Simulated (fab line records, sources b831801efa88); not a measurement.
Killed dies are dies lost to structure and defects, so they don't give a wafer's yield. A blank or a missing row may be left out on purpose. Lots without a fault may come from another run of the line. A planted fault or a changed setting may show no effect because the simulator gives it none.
Which tool did it? | flow sky130 | 13 lots, 39 wafers sampled, at 5 steps of a route of 708

WHAT THE GAUGES READ, wafer by wafer
SKY_SONOS_ONO_CD_MEAS_13: target cd 410 nm. Usual: cd_nm 408.3 nm, standard deviation 2.3.
lot  | measured     | on        | cd_nm (nm)        | flag
L572 | day 12 21:55 | cd_sem-01 | 405.5 404.7 404.3 |
L573 | day 13 05:40 | cd_sem-02 | 407.5 407.3 406.1 |
L574 | day 14 00:46 | cd_sem-01 | 408.5 408.5 406.9 |
L576 | day 14 04:09 | cd_sem-01 | 406.5 406.1 407.3 |
L578 | day 15 04:19 | cd_sem-02 | 410.4 407.9 407.1 |
L579 | day 15 08:25 | cd_sem-02 | 405.0 406.5 409.3 |
L580 | day 15 15:45 | cd_sem-02 | 405.2 406.6 405.5 |
L584 | day 17 04:17 | cd_sem-02 | 407.7 407.9 406.5 |
L587 | day 17 23:16 | cd_sem-01 | 410.4 408.8 409.3 |
L588 | day 18 07:12 | cd_sem-01 | 404.7 406.3 403.8 |
L590 | day 18 18:53 | cd_sem-01 | 412.2 411.1 409.9 |
L593 | day 19 16:44 | cd_sem-01 | 409.9 409.0 406.5 |
L595 | day 20 13:10 | cd_sem-01 | 410.5 409.3 406.6 |

SKY_LDD_P_TW_MEAS_11. Usual: LDD_P_TW 636, standard deviation 3.3.
lot  | measured     | on            | LDD_P_TW    | flag
L572 | day 19 04:46 | film_metro-03 | 640 638 638 |
L573 | day 19 16:49 | film_metro-02 | 638 643 640 |
L574 | day 20 09:50 | film_metro-03 | 636 634 634 |
L576 | day 20 16:47 | film_metro-01 | 639 635 639 |
L578 | day 21 18:28 | film_metro-01 | 617 615 616 | OFF
L579 | day 21 22:35 | film_metro-03 | 615 618 615 | OFF
L580 | day 22 06:52 | film_metro-02 | 642 638 641 |
L584 | day 24 01:16 | film_metro-02 | 636 635 640 |
L587 | day 24 19:05 | film_metro-03 | 631 631 636 |
L588 | day 25 02:56 | film_metro-01 | 634 634 635 |
L590 | day 25 15:12 | film_metro-01 | 636 631 633 |
L593 | day 26 10:58 | film_metro-01 | 634 633 630 |
L595 | day 27 10:47 | film_metro-03 | 637 642 638 |

SKY_METAL1_RS_MEAS_05: measures by four-point-probe. Usual: METAL1_ALCU_RS 0.1262 ohm/sq, standard deviation 0.0018.
lot  | measured     | on            | METAL1_ALCU_RS (ohm/sq) | flag
L572 | day 31 22:59 | film_metro-02 | 0.1301 0.1251 0.1315    |
L573 | day 32 11:35 | film_metro-03 | 0.1248 0.1311 0.1304    |
L574 | day 32 20:31 | film_metro-01 | 0.1271 0.1239 0.1266    |
L576 | day 33 09:28 | film_metro-01 | 0.1304 0.1267 0.1260    |
L578 | day 34 01:26 | film_metro-01 | 0.1279 0.1274 0.1273    |
L579 | day 34 05:48 | film_metro-02 | 0.1243 0.1264 0.1251    |
L580 | day 34 13:51 | film_metro-03 | 0.1242 0.1261 0.1251    |
L584 | day 36 02:55 | film_metro-01 | 0.1284 0.1259 0.1277    |
L587 | day 36 19:42 | film_metro-03 | 0.1221 0.1239 0.1238    |
L588 | day 37 03:01 | film_metro-03 | 0.1271 0.1252 0.1252    |
L590 | day 37 10:43 | film_metro-01 | 0.1263 0.1256 0.1286    |
L593 | day 38 06:59 | film_metro-02 | 0.1268 0.1267 0.1255    |
L595 | day 39 00:34 | film_metro-02 | 0.1258 0.1258 0.1261    |

SKY_METAL1_THK_MEAS_06: measures by xrf. Usual: METAL1_ALCU_THK 248 nm, standard deviation 4.4.
lot  | measured     | on            | METAL1_ALCU_THK (nm) | flag
L572 | day 31 23:07 | film_metro-02 | 240 248 237          |
L573 | day 32 11:42 | film_metro-03 | 253 242 244          |
L574 | day 32 20:38 | film_metro-01 | 247 253 248          |
L576 | day 33 09:35 | film_metro-01 | 239 247 247          |
L578 | day 34 01:34 | film_metro-01 | 242 244 244          |
L579 | day 34 05:54 | film_metro-02 | 248 245 247          |
L580 | day 34 13:58 | film_metro-03 | 255 254 253          |
L584 | day 36 03:01 | film_metro-01 | 246 250 244          |
L587 | day 36 19:49 | film_metro-03 | 258 254 255          |
L588 | day 37 03:08 | film_metro-03 | 249 254 249          |
L590 | day 37 10:50 | film_metro-01 | 245 247 242          |
L593 | day 38 07:05 | film_metro-02 | 246 245 247          |
L595 | day 39 00:40 | film_metro-02 | 247 246 247          |

WHICH TOOL RAN EACH LOT (tool, then ch and the chambers of the sampled wafers, then the start)
lot  | SKY_LDD_P_IMPLANT_09
L572 | implanter-04 ch 0, day 19 04:31
L573 | implanter-03 ch 0, day 19 16:34
L574 | implanter-01 ch 0, day 20 09:35
L576 | implanter-04 ch 0, day 20 16:31
L578 | implanter-04 ch 0, day 21 18:13
L579 | implanter-04 ch 0, day 21 22:22
L580 | implanter-01 ch 0, day 22 06:37
L584 | implanter-01 ch 0, day 24 01:02
L587 | implanter-01 ch 0, day 24 18:50
L588 | implanter-04 ch 0, day 25 02:41
L590 | implanter-01 ch 0, day 25 14:58
L593 | implanter-03 ch 0, day 26 10:44
L595 | implanter-04 ch 0, day 27 10:35
- SKY_LDD_P_IMPLANT_09

WHAT THE TOOLS THEMSELVES READ (means of the sampled wafers that have a number; where no wafer has one, the mark that the record gives instead)
SKY_LDD_P_IMPLANT_09. Usual: dose_ions_cm2 9.998e+12, standard deviation 1.2e+10; faraday_current_uA 56.5, standard deviation 1.1.
lot  | tool         | dose_ions_cm2 | faraday_current_uA | flag
L572 | implanter-04 | 1.000e+13     | 55.8               |
L573 | implanter-03 | 1.000e+13     | 56.8               |
L574 | implanter-01 | 9.996e+12     | 56.7               |
L576 | implanter-04 | 9.995e+12     | 57.8               |
L578 | implanter-04 | 9.129e+12     | 51.3               | OFF
L579 | implanter-04 | 9.113e+12     | 51.1               | OFF
L580 | implanter-01 | 1.000e+13     | 55.7               |
L584 | implanter-01 | 9.985e+12     | 56.5               |
L587 | implanter-01 | 1.000e+13     | 57.3               |
L588 | implanter-04 | 9.991e+12     | 56.6               |
L590 | implanter-01 | 1.001e+13     | 56.3               |
L593 | implanter-03 | 1.001e+13     | 56.5               |
L595 | implanter-04 | 9.991e+12     | 56.6               |

THE ANSWER, worked out from the rows above alone
Rule: a lot is off if the mean of its wafers that have a number lies more than 3 standard deviations from the usual mean. A lot without any number at a reading at which 4 lots or more have one is off too. The other lots that the step has rows for count as sound. The gauges are gone through in route order, then the tools' own readings, and for those a lot's mean is taken as printed above. The first step at which some lot is off is used, and at that step the reading that is off furthest; a lot without a number counts as furthest.
Off: L578, L579, at SKY_LDD_P_TW_MEAS_11 (LDD_P_TW).
A tool fits if, at a process step before that reading, it ran every lot that is off, and no sound lot after the first of them. The gauges at SKY_LDD_P_TW_MEAS_11 aren't tried: what is off there is off at SKY_LDD_P_IMPLANT_09 too, on other tools, and a gauge's error can't cause that. None of those tried fits.

WHAT THE SIMULATOR HAD PUT IN
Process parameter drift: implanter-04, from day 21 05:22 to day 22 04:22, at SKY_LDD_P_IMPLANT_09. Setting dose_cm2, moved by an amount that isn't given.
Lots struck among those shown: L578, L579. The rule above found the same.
